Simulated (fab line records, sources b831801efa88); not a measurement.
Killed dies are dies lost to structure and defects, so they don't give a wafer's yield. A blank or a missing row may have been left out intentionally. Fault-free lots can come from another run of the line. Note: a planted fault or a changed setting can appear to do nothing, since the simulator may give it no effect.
fab line records	flow sky130
[record] lots = 6	wafers = 18	lastDay = 50
route steps=708 shown SD_P@328 RES_XHIGH@332 SD_N@342 SALICIDE@361 LI_CONTACT@362 PAD_OPEN@708
lots with no fault: from the same line, run without faults
startH: hours from the record's opening day to when the first of the lot's shown wafers began	waitH: time in hours since the lot's previous step	" unchanged from the row above	L1.1+2: a single row standing in for several wafers	- value missing, or start not given	* or withheld: withheld	< > ~ a bound
route shown NAME@n: a module of which the file shows steps, and the number in the route of the first	usual: mean/standard deviation of fault-free wafers	same: alike in all rows	chamber/n: place in a boat	sites: each site's reading	_std_site: the standard deviation of these	_edge_site: the outer-site mean with the inner-site mean subtracted	radiusMm: how far each site lies from the wafer's centre	mask NAME#n: copy n	behind: the tool/chamber that last shaped the wafer	hold: the reason the lot was held/the length of the hold in hours/how it ended	device: whichever transistor did not switch (one of n, p or np)	end of line: the route-end tests of the same wafers	for a step that has no rows: nothing shown but its recipe	killed: dies that structure and defects cost at the first sort, which is not the same as the wafer's yield	map: shows each die of a wafer: x if killed, . if not, _ if none is there
set.NAME: the run value of the setting; set.NAME@STEP: its run value at that earlier step	model.NAME: the simulator's own value behind a step, which no gauge read
lots at selected steps of the route; one table per step, one row per wafer
services: when a tool's chamber went out of use (startH, in hours from the record's first day, below 0 if earlier), for how many hours, and the reason
[[steps]]
[step SKY_SD_P_OVL_MEAS_08]
[usual] SD_P_OVL = 0.1/1.5
lot.wafer	tool	chamber	startH	waitH	SD_P_OVL[nm]
L492.3	overlay-02	-	588.26	0.1	1.4
L492.4	"	-	"	"	1.0
L492.5	"	-	"	"	-0.2
L498.1	overlay-01	-	644.61	0.1	-0.8
L498.3	"	-	"	"	-1.7
L498.4	"	-	"	"	-1.7
L501.3	overlay-02	-	680.12	0.1	-1.9
L501.4	"	-	"	"	-1.0
L501.6	"	-	"	"	0.2
L506.2	overlay-01	-	715.74	0.1	-0.7
L506.5	"	-	"	"	1.3
L506.6	"	-	"	"	-0.6
L507.1	overlay-02	-	726.61	0.1	-0.7
L507.3	"	-	"	"	0.7
L507.4	"	-	"	"	-0.2
L514.1	overlay-01	-	771.70	0.1	2.1
L514.3	"	-	"	"	1.7
L514.5	"	-	"	"	1.1
[step SKY_SD_P_IMPLANT_09]
[recipe] species = BF2	energyKev = 20	doseCm2 = 3e+15	tiltDeg = 0
[step SKY_SD_P_STRIP_10]
[recipe] chemistry = O2/N2	powerW = 1400	pressureMtorr = 1500	platenTempC = withheld	o2FlowSccm = 3000	n2FlowSccm = 300	overashFraction = 0.5
[usual] drypumpMotorCurrentA = 5.42/0.3	oesProductAu = 0.618/0.0046	stripTimeToEndpointS = 17.57/0.035
lot.wafer	tool	chamber	startH	waitH	drypumpMotorCurrentA	oesProductAu	rfHoursCounterH	stripTimeToEndpointS
L492.3	plasmaAsher-04	1	588.46	0.1	5.64	0.613	-	17.53
L492.4	"	0	"	"	5.08	0.621	-	17.53
L492.5	"	1	"	"	5.64	0.618	-	17.56
L498.1	plasmaAsher-02	0	644.79	0.1	5.13	0.614	94	17.56
L498.3	"	1	"	"	5.86	0.612	-	17.54
L498.4	"	0	"	"	5.13	0.620	-	17.52
L501.3	plasmaAsher-04	1	680.33	0.1	5.63	0.614	-	17.59
L501.4	"	0	"	"	5.08	0.620	-	17.58
L501.6	"	1	"	"	5.64	0.624	-	17.59
L506.2	plasmaAsher-04	1	715.92	0.1	5.65	0.623	91	17.58
L506.5	"	1	"	"	5.64	0.614	-	17.63
L506.6	"	0	"	"	5.09	0.619	-	17.63
L507.1	plasmaAsher-01	0	726.79	0.1	5.55	0.611	29	17.57
L507.3	"	0	"	"	5.57	0.608	-	17.57
L507.4	"	1	"	"	5.17	0.621	-	17.55
L514.1	plasmaAsher-01	1	771.88	0.1	5.22	0.615	34	17.62
L514.3	"	1	"	"	5.18	0.619	-	17.54
L514.5	"	1	"	"	5.18	0.617	-	17.59
[step SKY_SD_P_TW_MEAS_11]
[usual] SD_P_TW = 2828/16
lot.wafer	tool	chamber	startH	waitH	SD_P_TW
L492.3	filmMetro-04	-	588.55	0.1	2828
L492.4	"	-	"	"	2836
L492.5	"	-	"	"	2827
L498.1	filmMetro-04	-	644.89	0.1	2829
L498.3	"	-	"	"	2820
L498.4	"	-	"	"	2839
L501.3	filmMetro-04	-	680.41	0.1	2847
L501.4	"	-	"	"	2851
L501.6	"	-	"	"	2854
L506.2	filmMetro-01	-	716.03	0.1	2836
L506.5	"	-	"	"	2833
L506.6	"	-	"	"	2844
L507.1	filmMetro-01	-	726.89	0.1	2817
L507.3	"	-	"	"	2821
L507.4	"	-	"	"	2824
L514.1	filmMetro-01	-	771.98	0.1	2811
L514.3	"	-	"	"	2807
L514.5	"	-	"	"	2820
[step SKY_RES_XHIGH_DEHYDRATE_00]
[recipe] tempC = 200	timeS = 60
[step SKY_RES_XHIGH_HMDS_01]
[recipe] primeTimeS = 60	primeTempC = 120
[step SKY_RES_XHIGH_COAT_02]
[recipe] resist = NOVOLAK	spinRpm = 3000	resistThkNm = 1140
[step SKY_RES_XHIGH_SOFTBAKE_03]
[recipe] tempC = 90	timeS = 60	resist = NOVOLAK
[step SKY_RES_XHIGH_EXPOSE_04]
[recipe] maskId = URPM	na = 0.6	sourceShape = conventional	sigmaOuter = 0.6	polarization = unpolarized	targetCdNm = 1270	doseMj = 140
[step SKY_RES_XHIGH_PEB_05]
[recipe] tempC = withheld	timeS = *	resist = NOVOLAK
[step SKY_RES_XHIGH_DEVELOP_06]
[recipe] resist = NOVOLAK	developer = TMAH	developTimeS = 60	devTempC = 23
[step SKY_RES_XHIGH_IMPLANT_07]
[recipe] species = BF2	energyKev = 20	doseCm2 = 3.6e+14	tiltDeg = 0
[step SKY_RES_XHIGH_STRIP_08]
[recipe] chemistry = O2/N2	powerW = 1400	pressureMtorr = 1500	platenTempC = withheld	o2FlowSccm = 3000	n2FlowSccm = 300	overashFraction = 0.5
[usual] drypumpMotorCurrentA = 5.7/0.35	oesProductAu = 0.711/0.0048	stripTimeToEndpointS = 14.29/0.047
lot.wafer	tool	chamber	startH	waitH	drypumpMotorCurrentA	oesProductAu	rfHoursCounterH	stripTimeToEndpointS
L492.3	plasmaAsher-03	0	617.97	0.1	5.6	0.718	-	14.22
L492.4	"	1	"	"	6.1	0.708	-	14.25
L492.5	"	1	"	"	6.1	0.712	-	14.23
L498.1	plasmaAsher-04	1	673.14	0.1	5.6	0.711	87	14.22
L498.3	"	1	"	"	5.7	0.711	-	14.26
L498.4	"	0	"	"	5.1	0.707	-	14.25
L501.3	plasmaAsher-03	1	708.97	0.1	6.1	0.716	-	14.24
L501.4	"	0	"	"	5.7	0.715	-	14.27
L501.6	"	0	"	"	5.7	0.710	-	14.28
L506.2	plasmaAsher-03	1	742.68	0.1	6.1	0.717	62	14.26
L506.5	"	1	"	"	6.1	0.715	-	14.31
L506.6	"	0	"	"	5.7	0.712	-	14.24
L507.1	plasmaAsher-03	1	754.53	0.1	6.1	0.713	63	14.31
L507.3	"	1	"	"	6.1	0.706	-	14.26
L507.4	"	0	"	"	5.7	0.708	-	14.30
L514.1	plasmaAsher-02	0	798.19	0.1	5.1	0.710	5	14.25
L514.3	"	1	"	"	5.9	0.708	-	14.25
L514.5	"	0	"	"	5.1	0.705	-	14.28
[step SKY_RES_XHIGH_TW_MEAS_09]
[usual] RES_XHIGH_TW = 1639/11
lot.wafer	tool	chamber	startH	waitH	RES_XHIGH_TW
L492.3	filmMetro-01	-	618.06	0.1	1636
L492.4	"	-	"	"	1652
L492.5	"	-	"	"	1636
L498.1	filmMetro-04	-	673.24	0.1	1641
L498.3	"	-	"	"	1647
L498.4	"	-	"	"	1636
L501.3	filmMetro-04	-	709.05	0.1	1645
L501.4	"	-	"	"	1633
L501.6	"	-	"	"	1632
L506.2	filmMetro-03	-	742.79	0.1	1638
L506.5	"	-	"	"	1631
L506.6	"	-	"	"	1632
L507.1	filmMetro-04	-	754.63	0.1	1654
L507.3	"	-	"	"	1662
L507.4	"	-	"	"	1652
L514.1	filmMetro-03	-	798.29	0.1	1622
L514.3	"	-	"	"	1627
L514.5	"	-	"	"	1632
[step SKY_SD_N_DEHYDRATE_00]
[recipe] tempC = 200	timeS = 60
[step SKY_SD_N_HMDS_01]
[recipe] primeTimeS = 60	primeTempC = 120
[step SKY_SD_N_COAT_02]
[recipe] resist = NOVOLAK	spinRpm = 3000	resistThkNm = 1140
[step SKY_SD_N_SOFTBAKE_03]
[recipe] tempC = 90	timeS = 60	resist = NOVOLAK
[step SKY_SD_N_EXPOSE_04]
[recipe] maskId = NSDM	na = 0.6	sourceShape = conventional	sigmaOuter = 0.6	polarization = unpolarized	targetCdNm = 380	doseMj = 141
[step SKY_SD_N_PEB_05]
[recipe] tempC = withheld	timeS = *	resist = NOVOLAK
[step SKY_SD_N_DEVELOP_06]
[recipe] resist = NOVOLAK	developer = TMAH	developTimeS = 60	devTempC = 23
[step SKY_SD_N_CD_MEAS_07]
[recipe] targetCdNm = 380
[usual] cdNm = 380.0/2.2
lot.wafer	tool	chamber	startH	waitH	cdNm
L492.3	cdSem-02	-	646.27	0.1	383.5
L492.4	"	-	"	"	382.4
L492.5	"	-	"	"	381.8
L498.1	cdSem-02	-	701.34	0.1	379.8
L498.3	"	-	"	"	381.0
L498.4	"	-	"	"	380.9
L501.3	cdSem-01	-	736.77	0.1	378.2
L501.4	"	-	"	"	379.2
L501.6	"	-	"	"	378.0
L506.2	cdSem-01	-	770.24	0.1	375.8
L506.5	"	-	"	"	379.1
L506.6	"	-	"	"	378.8
L507.1	cdSem-01	-	781.49	0.1	378.1
L507.3	"	-	"	"	379.3
L507.4	"	-	"	"	379.7
L514.1	cdSem-02	-	824.99	0.1	383.6
L514.3	"	-	"	"	382.3
L514.5	"	-	"	"	383.1
[step SKY_SD_N_OVL_MEAS_08]
[usual] SD_N_OVL = 0.8/1.2
lot.wafer	tool	chamber	startH	waitH	SD_N_OVL[nm]
L492.3	overlay-01	-	646.36	0.1	0.1
L492.4	"	-	"	"	0.7
L492.5	"	-	"	"	-0.5
L498.1	overlay-02	-	701.46	0.1	3.6
L498.3	"	-	"	"	3.9
L498.4	"	-	"	"	2.3
L501.3	overlay-02	-	736.87	0.1	2.1
L501.4	"	-	"	"	0.9
L501.6	"	-	"	"	1.5
L506.2	overlay-01	-	770.34	0.1	0.0
L506.5	"	-	"	"	-0.5
L506.6	"	-	"	"	0.8
L507.1	overlay-01	-	781.61	0.1	0.7
L507.3	"	-	"	"	0.3
L507.4	"	-	"	"	0.5
L514.1	overlay-01	-	825.11	0.1	2.7
L514.3	"	-	"	"	3.4
L514.5	"	-	"	"	3.0
[step SKY_SD_N_IMPLANT_09]
[recipe] species = As	energyKev = 49.55	doseCm2 = 4e+15	tiltDeg = 0
[step SKY_SD_N_IMPLANT_10]
[recipe] species = P	energyKev = 20	doseCm2 = 1e+14	tiltDeg = 0
[step SKY_SD_N_STRIP_11]
[recipe] chemistry = O2/N2	powerW = 1400	pressureMtorr = 1500	platenTempC = withheld	o2FlowSccm = 3000	n2FlowSccm = 300	overashFraction = 0.5
[usual] drypumpMotorCurrentA = 5.6/0.34	oesProductAu = 0.529/0.0046	stripTimeToEndpointS = 22.47/0.044
lot.wafer	tool	chamber	startH	waitH	drypumpMotorCurrentA	oesProductAu	rfHoursCounterH	stripTimeToEndpointS
L492.3	plasmaAsher-03	0	646.72	0.1	5.7	0.524	-	22.45
L492.4	"	1	"	"	6.1	0.525	-	22.54
L492.5	"	0	"	"	5.6	0.528	-	22.50
L498.1	plasmaAsher-03	0	701.79	0.1	5.7	0.534	57	22.45
L498.3	"	1	"	"	6.1	0.529	-	22.47
L498.4	"	0	"	"	5.7	0.524	-	22.43
L501.3	plasmaAsher-01	0	737.22	0.1	5.6	0.522	-	22.54
L501.4	"	1	"	"	5.2	0.529	-	22.55
L501.6	"	1	"	"	5.2	0.529	-	22.56
L506.2	plasmaAsher-01	1	770.67	0.1	5.2	0.526	34	22.51
L506.5	"	0	"	"	5.6	0.533	-	22.51
L506.6	"	1	"	"	5.2	0.527	-	22.51
L507.1	plasmaAsher-04	0	781.94	0.1	5.1	0.540	98	22.42
L507.3	"	0	"	"	5.1	0.527	-	22.44
L507.4	"	1	"	"	5.6	0.526	-	22.45
L514.1	plasmaAsher-04	1	825.44	0.1	5.7	0.527	102	22.47
L514.3	"	0	"	"	5.1	0.524	-	22.52
L514.5	"	1	"	"	5.7	0.528	-	22.47
[step SKY_SD_N_TW_MEAS_12]
[usual] SD_N_TW = 3971/30
lot.wafer	tool	chamber	startH	waitH	SD_N_TW
L492.3	filmMetro-03	-	646.81	0.1	3957
L492.4	"	-	"	"	3947
L492.5	"	-	"	"	3953
L498.1	filmMetro-01	-	701.89	0.1	4002
L498.3	"	-	"	"	4002
L498.4	"	-	"	"	3994
L501.3	filmMetro-04	-	737.31	0.1	4020
L501.4	"	-	"	"	4020
L501.6	"	-	"	"	4011
L506.2	filmMetro-03	-	770.78	0.1	3922
L506.5	"	-	"	"	3927
L506.6	"	-	"	"	3926
L507.1	filmMetro-04	-	782.04	0.1	3985
L507.3	"	-	"	"	3978
L507.4	"	-	"	"	4003
L514.1	filmMetro-04	-	825.54	0.1	4017
L514.3	"	-	"	"	4027
L514.5	"	-	"	"	4020
[step SKY_SD_N_CLEAN_13]
[recipe] chemistry = SC1/SC2	mix = 1:4:20	tempC = 70	timeS = 150	dry = n2Spin
[step SKY_SD_N_RTA_14]
[recipe] tempC = 1075	timeS = 2	idleTempC = 650	rampUpCPerS = 150	rampDownCPerS = 90	ambient = N2
[usual] lampPowerPct = 15.74/0.053	wafer_temp_C_max = 1078.0/1.5
lot.wafer	tool	chamber	startH	waitH	lampPowerPct	wafer_temp_C_max
L492.3	rtpAnneal-02	0	646.92	0.0	15.79	1076.4
L492.4	"	0	"	"	15.74	1077.4
L492.5	"	0	"	"	15.69	1076.9
L498.1	rtpAnneal-02	0	702.01	0.0	15.80	1078.0
L498.3	"	0	"	"	15.75	1076.8
L498.4	"	0	"	"	15.68	1077.9
L501.3	rtpAnneal-01	0	737.43	0.0	15.91	1077.8
L501.4	"	0	"	"	15.76	1078.2
L501.6	"	0	"	"	15.71	1081.1
L506.2	rtpAnneal-02	0	770.89	0.0	15.73	1078.8
L506.5	"	0	"	"	15.68	1077.9
L506.6	"	0	"	"	15.68	1078.6
L507.1	rtpAnneal-02	0	782.15	0.0	15.75	1078.4
L507.3	"	0	"	"	15.72	1077.8
L507.4	"	0	"	"	15.81	1077.6
L514.1	rtpAnneal-02	0	825.66	0.0	15.76	1076.2
L514.3	"	0	"	"	15.73	1076.7
L514.5	"	0	"	"	15.70	1075.7
[step SKY_SD_N_RS_MEAS_16]
[recipe] thkMeasGauge = four-point-probe
[usual] SD_N_RS = 68.86/0.15
lot.wafer	tool	chamber	startH	waitH	SD_N_RS[ohm/sq]
L492.3	filmMetro-01	-	647.11	0.1	68.76
L492.4	"	-	"	"	68.75
L492.5	"	-	"	"	68.75
L498.1	filmMetro-03	-	702.18	0.1	68.57
L498.3	"	-	"	"	68.74
L498.4	"	-	"	"	68.75
L501.3	filmMetro-04	-	737.67	0.1	68.69
L501.4	"	-	"	"	69.05
L501.6	"	-	"	"	68.73
L506.2	filmMetro-01	-	771.08	0.1	68.68
L506.5	"	-	"	"	68.80
L506.6	"	-	"	"	68.64
L507.1	filmMetro-03	-	782.33	0.1	68.57
L507.3	"	-	"	"	68.61
L507.4	"	-	"	"	68.65
L514.1	filmMetro-01	-	825.83	0.1	68.75
L514.3	"	-	"	"	68.82
L514.5	"	-	"	"	68.93
[step SKY_SD_N_RS_MEAS_17]
[recipe] thkMeasGauge = four-point-probe
[usual] SD_P_RS = 146.9/0.43
lot.wafer	tool	chamber	startH	waitH	SD_P_RS[ohm/sq]
L492.3	filmMetro-01	-	647.23	0.1	147.0
L492.4	"	-	"	"	147.1
L492.5	"	-	"	"	147.3
L498.1	filmMetro-03	-	702.30	0.1	147.0
L498.3	"	-	"	"	146.9
L498.4	"	-	"	"	147.3
L501.3	filmMetro-04	-	737.79	0.1	146.8
L501.4	"	-	"	"	147.2
L501.6	"	-	"	"	147.2
L506.2	filmMetro-01	-	771.20	0.1	146.6
L506.5	"	-	"	"	146.6
L506.6	"	-	"	"	146.8
L507.1	filmMetro-03	-	782.45	0.1	146.3
L507.3	"	-	"	"	146.2
L507.4	"	-	"	"	146.5
L514.1	filmMetro-01	-	825.95	0.1	147.1
L514.3	"	-	"	"	147.2
L514.5	"	-	"	"	147.0
[step SKY_SD_N_RS_MEAS_18]
[recipe] thkMeasGauge = four-point-probe
[usual] RES_XHIGH_RS = 332.8/1.1
lot.wafer	tool	chamber	startH	waitH	RES_XHIGH_RS[ohm/sq]
L492.3	filmMetro-01	-	647.35	0.1	333.3
L492.4	"	-	"	"	332.0
L492.5	"	-	"	"	333.3
L498.1	filmMetro-03	-	702.42	0.1	331.6
L498.3	"	-	"	"	332.4
L498.4	"	-	"	"	332.3
L501.3	filmMetro-04	-	737.91	0.1	333.7
L501.4	"	-	"	"	335.0
L501.6	"	-	"	"	334.4
L506.2	filmMetro-01	-	771.32	0.1	332.7
L506.5	"	-	"	"	332.3
L506.6	"	-	"	"	333.7
L507.1	filmMetro-03	-	782.57	0.1	330.6
L507.3	"	-	"	"	331.6
L507.4	"	-	"	"	331.2
L514.1	filmMetro-01	-	826.07	0.1	333.2
L514.3	"	-	"	"	332.4
L514.5	"	-	"	"	332.3
[step SKY_SALICIDE_CLEAN_00]
[recipe] chemistry = HF-last	timeS = 30	dilution = 100:1	dry = ipaMarangoni
[step SKY_LI_CONTACT_HDPCVD_00]
[recipe] material = PSG	targetThkNm = 930	sigmaOpenFrac = 0.3	timeS = 155	tempC = 600	sih4FlowSccm = 60	pressureMtorr = 6
[step SKY_LI_CONTACT_THK_MEAS_01]
[recipe] reads = PSG_of_LI_CONTACT_HDPCVD_00
[usual] LI_CONTACT_HDPCVD_THK = 926/15
lot.wafer	tool	chamber	startH	waitH	LI_CONTACT_HDPCVD_THK[nm]
L492.3	filmMetro-03	-	647.57	0.1	927
L492.4	"	-	"	"	934
L492.5	"	-	"	"	927
L498.1	filmMetro-04	-	702.66	0.1	901
L498.3	"	-	"	"	926
L498.4	"	-	"	"	915
L501.3	filmMetro-01	-	738.13	0.1	939
L501.4	"	-	"	"	918
L501.6	"	-	"	"	916
L506.2	filmMetro-03	-	771.55	0.1	913
L506.5	"	-	"	"	940
L506.6	"	-	"	"	929
L507.1	filmMetro-01	-	782.81	0.1	906
L507.3	"	-	"	"	918
L507.4	"	-	"	"	950
L514.1	filmMetro-04	-	826.31	0.1	929
L514.3	"	-	"	"	915
L514.5	"	-	"	"	908
[step SKY_LI_CONTACT_CMP_02]
[recipe] material = PSG	downForcePsi = 4	platenRpm = 60	padVelocityMS = 0.94248
[usual] motorCurrentA = 12.6/1.2	timeToEndpointS = 33/3.9
lot.wafer	tool	chamber	startH	waitH	motorCurrentA	timeToEndpointS
L492.4	cmp-01	1	647.61	0.0	11.0	36
L492.3	"	3	"	"	12.0	38
L492.5	"	2	"	"	11.9	32
L498.1	cmp-02	3	702.72	0.1	13.1	30
L498.4	"	0	"	"	10.7	32
L498.3	"	2	"	"	13.5	31
L501.3	cmp-02	3	738.22	0.1	13.2	35
L501.4	"	0	"	"	10.7	29
L501.6	"	2	"	"	13.6	33
L506.2	cmp-02	0	771.70	0.1	10.9	31
L506.6	"	2	"	"	14.0	33
L506.5	"	3	"	"	13.7	34
L507.3	cmp-02	1	782.92	0.1	14.8	27
L507.1	"	2	"	"	13.1	29
L507.4	"	3	"	"	13.1	33
L514.1	cmp-02	0	826.42	0.1	10.8	32
L514.3	"	2	"	"	13.3	32
L514.5	"	0	"	"	11.0	28
[step SKY_LI_CONTACT_BOW_MEAS_03]
[recipe] mode = bow
[usual] LI_CONTACT_BOW = 55/6.5
lot.wafer	tool	chamber	startH	waitH	LI_CONTACT_BOW[um]
L492.3	filmMetro-01	-	647.95	0.2	48
L492.4	"	-	"	"	44
L492.5	"	-	"	"	54
L498.1	filmMetro-03	-	703.02	0.2	48
L498.3	"	-	"	"	50
L498.4	"	-	"	"	54
L501.3	filmMetro-04	-	738.51	0.2	54
L501.4	"	-	"	"	58
L501.6	"	-	"	"	59
L506.2	filmMetro-04	-	771.92	0.2	57
L506.5	"	-	"	"	54
L506.6	"	-	"	"	57
L507.1	filmMetro-03	-	783.17	0.1	56
L507.3	"	-	"	"	60
L507.4	"	-	"	"	59
L514.1	filmMetro-01	-	826.67	0.2	57
L514.3	"	-	"	"	55
L514.5	"	-	"	"	58
[step SKY_LI_CONTACT_DEHYDRATE_04]
[recipe] tempC = 200	timeS = 60
[step SKY_LI_CONTACT_HMDS_05]
[recipe] primeTimeS = 60	primeTempC = 120
[step SKY_LI_CONTACT_COAT_06]
[recipe] resist = BARC	tempC = withheld	timeS = withheld	spinRpm = 3000	resistThkNm = 60
[step SKY_LI_CONTACT_COAT_07]
[recipe] resist = KrF-thick	spinRpm = 3000	resistThkNm = 450
[step SKY_PAD_OPEN_PROBE_99]
[usual] killed_at_M0_to_M3 = 44/7.3	killed_at_M4_up = 3.3/1.8	killedAtContacts = 24/5.3	killedAtFrontEnd = 16/5	killedAtOther = 0.2/0.51	killedDies = 87/10	killedOpen = 47/7.5	killedShort = 40/6.3
[same] grossDies = 492	killedAtBackSide = 0
lot.wafer	tool	chamber	startH	waitH	hold	killed_at_M0_to_M3	killed_at_M4_up	killedAtContacts	killedAtFrontEnd	killedAtOther	killedDies	killedOpen	killedShort
L498.1	prober-01	-	1121.29	0.1	-	37	5	28	15	0	85	46	39
L498.3	prober-01	-	1121.39	0.2	-	36	5	19	10	0	70	42	28
L498.4	prober-01	-	1121.44	0.2	-	31	1	21	17	0	70	37	33
L506.2	prober-02	-	1167.50	0.1	awaitDispo/6.5h/release	41	4	21	13	63	142	43	36
L506.5	prober-02	-	1167.65	0.2	awaitDispo/6.5h/release	32	3	20	17	63	135	34	39
L506.6	prober-02	-	1167.70	0.2	awaitDispo/6.5h/release	56	3	19	15	28	121	55	38
L507.1	prober-01	-	1175.22	0.1	awaitDispo/6.1h/release	34	5	20	9	54	122	29	39
L507.3	prober-01	-	1175.32	0.2	awaitDispo/6.1h/release	44	7	18	7	50	126	37	39
L507.4	prober-01	-	1175.37	0.2	awaitDispo/6.1h/release	46	1	25	9	21	102	50	31
// killed by level:class
L498.1 CONTACT:geometricParticle:open=10 CONTACT:geometricParticle:short=8 VIA1:geometricParticle:open=7 VIA3:geometricParticle:open=7 LI_CONTACT:geometricParticle:open=6 POLY_GATE:geometricParticle:short=4 METAL1:geometricParticle:short=4 VIA1:geometricParticle:short=4
L498.3 VIA1:geometricParticle:open=11 CONTACT:geometricParticle:open=8 VIA2:geometricParticle:open=7 METAL4:geometricParticle:short=5 LI_CONTACT:geometricParticle:short=4 LI_CONTACT:geometricParticle:open=4 METAL1:geometricParticle:short=4 VIA3:geometricParticle:open=4
L498.4 POLY_GATE:geometricParticle:open=7 CONTACT:geometricParticle:open=7 VIA1:geometricParticle:open=6 CONTACT:geometricParticle:short=5 VIA3:geometricParticle:open=5 METAL1:geometricParticle:short=4 METAL2:geometricParticle:short=3 LI_CONTACT:geometricParticle:open=3
L506.2 RES_XHIGH:unspecified=62 VIA3:geometricParticle:open=9 VIA1:geometricParticle:open=7 VIA3:geometricParticle:short=7 LI_CONTACT:geometricParticle:open=6 CONTACT:geometricParticle:open=6 METAL1:geometricParticle:short=6 FIELD_ISO:geometricParticle:open=3
L506.5 RES_XHIGH:unspecified=62 VIA1:geometricParticle:open=8 LI_CONTACT:geometricParticle:open=6 CONTACT:geometricParticle:open=6 FIELD_ISO:geometricParticle:short=5 POLY_GATE:geometricParticle:short=5 METAL1:geometricParticle:short=5 METAL2:geometricParticle:short=3
L506.6 RES_XHIGH:unspecified=28 VIA1:geometricParticle:open=13 CONTACT:geometricParticle:open=8 VIA3:geometricParticle:open=8 METAL1:geometricParticle:short=7 VIA2:geometricParticle:open=7 METAL2:geometricParticle:short=7 VIA1:geometricParticle:short=6
L507.1 RES_XHIGH:unspecified=54 METAL2:geometricParticle:short=9 CONTACT:geometricParticle:short=7 METAL1:geometricParticle:short=7 LI_CONTACT:geometricParticle:open=5 CONTACT:geometricParticle:open=5 VIA2:geometricParticle:open=5 VIA3:geometricParticle:open=5
L507.3 RES_XHIGH:unspecified=50 VIA1:geometricParticle:open=11 LI_CONTACT:geometricParticle:open=8 METAL1:geometricParticle:short=7 VIA1:geometricParticle:short=7 VIA3:geometricParticle:open=7 METAL4:geometricParticle:short=5 CONTACT:geometricParticle:open=5
L507.4 RES_XHIGH:unspecified=21 VIA1:geometricParticle:open=10 VIA3:geometricParticle:open=10 LI_CONTACT:geometricParticle:open=8 VIA1:geometricParticle:short=8 VIA2:geometricParticle:open=7 CONTACT:geometricParticle:open=5 POLY_GATE:geometricParticle:open=4
// map L506.2 (x killed, . not)
__________.........x_________
________x............._______
______....x..x.........x_____
_____.....x....x....x.x..____
____...x..x..x....xx..x...___
___....x...x.........x..x..__
__..........x.xx.x....xx.xx._
_......xx.........x..........
_.......x..x......xx.x.......
_.............x....xx...x....
_....x.......x.xxx..x........
_................x.....x.x...
_.x.x.x.x.x..........x.x.....
_........x..x.xxx............
_......x..x.xxxx...x......xx.
__..x..xxxxxxxxxxxx........._
___...x..xxxxxxxxx..x......__
____..xx.xxxxxxxxx.xxx....___
_____....xxxxxxxxx.x...xx____
______x.xxxxxxxxxxx....._____
________.xx.xxx..xx..x_______
__________...xxx...._________
// map L507.3 (x killed, . not)
__________..x..x..x._________
________x.......x..x.x_______
______.x..............x._____
_____..x......xx..x......____
____....xx....x..........x___
___..........x...........x.__
__..............x.x...x....._
_.x..x.......x..........x...x
_.........x..................
_..xxx................x.x.x..
_........x.x........x........
_..........xx..x...x...x....x
_.....xx...........xx.....xxx
_...x..x.x...........x.......
_...x...x.x.xx.xx.....x.....x
__.......x.xxxxxxx.........x_
___x..x.xxxxxxxxxx.........__
____.x.xxxxxxxxxxx........___
_____....xxxxxxxxx.x.....____
______....xxxxxxxx......_____
________xxxxxxxxx..x.._______
__________..x.....x._________
[[services]]
tool	chamber	startH	hours	kind
cmp-02	-	565.18	3.2	repair
cmp-01	-	565.47	1.1	repair
cmp-01	-	567.95	10.4	repair
cmp-01	-	578.31	4.0	pm
cmp-02	-	589.78	3.6	repair
cmp-02	-	597.26	1.7	repair
cmp-02	-	631.57	1.5	repair
plasmaAsher-02	-	636.01	2.1	repair
plasmaAsher-01	-	650.34	3.3	repair
plasmaAsher-04	-	660.70	3.5	repair
plasmaAsher-02	-	672.43	3.5	repair
cmp-01	-	703.47	0.6	repair
plasmaAsher-04	-	704.86	4.5	repair
cmp-01	-	719.75	0.9	repair
plasmaAsher-02	-	733.75	9.0	pm
cmp-02	-	744.34	4.0	pm
plasmaAsher-02	-	755.00	0.4	repair
cmp-01	-	755.97	0.5	repair
plasmaAsher-02	-	756.60	2.8	pm
cmp-01	-	759.96	2.9	repair
cmp-02	-	764.69	0.8	repair
plasmaAsher-03	-	767.61	3.6	repair
cmp-02	-	772.91	6.7	repair
plasmaAsher-04	-	820.85	1.5	repair
[[key]]
[firstSign] step = SKY_PAD_OPEN_PROBE_99	reading = killedAtOther	direction = up	sigmas = 46	usual = 0.2	struck = 46.5
[effect] step = SKY_PAD_OPEN_PROBE_99	reading = killedDies	direction = up	sigmas = 3.7	usual = 87	struck = 125	wafersMoved = 5
metAt SKY_RES_XHIGH_STRIP_08
struckWafers L506.2,L506.5,L506.6,L507.1,L507.3,L507.4
testerLeftOut L506,L507
onsetBetween 708.97 742.68
[fault] kind = chamberParticleSource	tool = plasmaAsher-03	chamber = -	onsetH = 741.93	steps = SKY_RES_XHIGH_STRIP_08	ratePerVisitCm2 = 1.2333	endH = 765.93
// testerLeftOut: of these lots the tester's yield and bins aren't shown, on N5 and GAA mostly nor the transistor test; their killed dies are dies lost to structure and defects alone, not to doping, threshold or leakage, so they don't give the yield
